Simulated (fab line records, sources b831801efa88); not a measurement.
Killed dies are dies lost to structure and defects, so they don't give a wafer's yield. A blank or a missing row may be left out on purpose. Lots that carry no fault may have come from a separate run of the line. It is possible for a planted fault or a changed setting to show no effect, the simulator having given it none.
Matching of chambers -- flow gf180mcu -- cmp-02 running GF_V3_CMP_04: 4 sister chambers
The step polishes SiO2. 8 wafers are shown with their chamber, then 12 later ones without.

## WAFERS PAIRED WITH THEIR CHAMBERS
wafer,chamber,motor current A (A),time to endpoint s (s)
L086.2,2,12.4,68
L086.4,0,14.6,81
L088.1,2,12.4,76
L088.3,3,13.7,78
L088.4,0,13.5,79
L091.2,3,12.9,75
L091.4,1,10.4,76
L091.6,1,11.2,77

## WAFERS WITHOUT THEIR CHAMBER
wafer,motor current A (A),time to endpoint s (s)
L092.1,13.4,80
L092.2,12.9,72
L092.4,11.2,80
L093.1,10.5,80
L093.3,14.0,86
L093.4,13.2,92
L094.1,11.5,69
L094.3,14.4,77
L094.6,14.0,93
L096.3,12.2,70
L096.5,14.3,90
L096.6,12.7,90

## CHAMBER TAKEN BY EACH
wafer,from the rows above,in truth
L092.1,can't be placed: 3 or 0 or 2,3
L092.2,can't be placed: 2 or 3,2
L092.4,1,1
L093.1,1,1
L093.3,can't be placed: 0 or 3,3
L093.4,can't be placed: 0 or 3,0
L094.1,can't be placed: 2 or 1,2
L094.3,can't be placed: 0 or 3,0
L094.6,can't be placed: 0 or 3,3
L096.3,2,2
L096.5,can't be placed: 0 or 3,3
L096.6,can't be placed: 0 or 3 or 1 or 2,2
Correctly placed: 3 of 12. Unplaceable from these rows: 9, with the true chamber sitting among the candidates in 9. Wrongly placed: 0.
How it was worked out, from the rows above alone: a wafer's distance from a chamber is the root of the sum, over the readings, of the square of ((its reading less the chamber's mean) divided by the reading's scatter). If the next closest chamber is less than 2 further off than the closest, the wafer can't be placed; otherwise it belongs to the closest. The mean given for a chamber averages the wafers shown for that chamber. The scatter is the square root of a quotient: the sum, over the shown wafers, of each reading's squared deviation from its chamber's mean, divided by wafers minus chambers.
